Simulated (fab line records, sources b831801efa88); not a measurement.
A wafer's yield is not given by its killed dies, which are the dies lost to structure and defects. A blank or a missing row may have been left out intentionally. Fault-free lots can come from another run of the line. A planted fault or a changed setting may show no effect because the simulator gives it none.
One fault seen from 2 desks	flow sky130	only its own numbers are on each desk; what lay behind them is given at the end

AT THE TOOL OWNER'S DESK: pvd-sputter-02
The tool's own readings at SKY_CAP2M_SPUTTER_02 (material TiN, target thk 200 nm, time 166.7 s): means of the sampled wafers that have a number, for each lot that ran on this tool. Any lot whose mean is over 4 standard deviations away from the usual mean is out of limits and marked OUT; that distance is given in the brackets.
Columns: A = chamber-pressure-pa at SKY_CAP2M_SPUTTER_02, usual 0.4000 Pa; B = throttle-valve-pct at SKY_CAP2M_SPUTTER_02, usual 29.9 %
lot	first seen here	A	B
L129	day 40 04:19	0.4002	29.8
L135	day 42 04:22	0.3992	30.6
L140	day 43 23:45	0.4008	30.5
L145	day 44 23:06	0.4004	29.4
This desk found nothing out of limits on any of the 4 lots.

METROLOGY DESK
Means of the sampled wafers that have a number, per lot and without regard to the tool the lot ran on: this is what the gauges read. Any lot whose mean is over 4 standard deviations away from the usual mean is out of limits and marked OUT; that distance is given in the brackets.
Columns: A = CAP2M_TIN_RS at SKY_CAP2M_RS_MEAS_03, usual 6.94 ohm/sq; B = CAP2M_TIN_THK at SKY_CAP2M_THK_MEAS_04, usual 196.0 nm
lot	first seen here	A	B
L129	day 40 04:27	6.78	200.7
L132	day 41 18:57	6.91	197.3
L133	day 41 23:20	7.07	192.9
L135	day 42 04:31	7.09	192.6
L140	day 43 23:52	6.88	196.9
L141	day 44 06:47	6.88	198.2
L145	day 44 23:14	6.52 (-4.4) OUT	208.9 (+4.6) OUT
L149	day 46 04:20	6.88	198.7
L148	day 46 04:44	6.87	197.8
Finding of this desk: L145 out of limits, first seen on L145 at day 44 23:14 (CAP2M_TIN_RS at SKY_CAP2M_RS_MEAS_03). Within limits: L129, L132, L133, L135, L140, L141, L149, L148.

TAKEN TOGETHER
Metrology desk: alarm possible at day 44 23:14 on L145.
The tool owner's desk saw nothing out of limits.
On record at the tool owner's desk: L145, within its limits.
Every lot named ran SKY_CAP2M_SPUTTER_02 on pvd-sputter-02.

WHAT THE SIMULATOR PUT IN
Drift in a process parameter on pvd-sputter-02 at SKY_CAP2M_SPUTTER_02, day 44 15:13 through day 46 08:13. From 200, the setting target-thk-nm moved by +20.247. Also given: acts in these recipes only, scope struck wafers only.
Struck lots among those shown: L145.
Delay in hours, fault start to first out-of-limits reading, per desk: metrology desk 8.
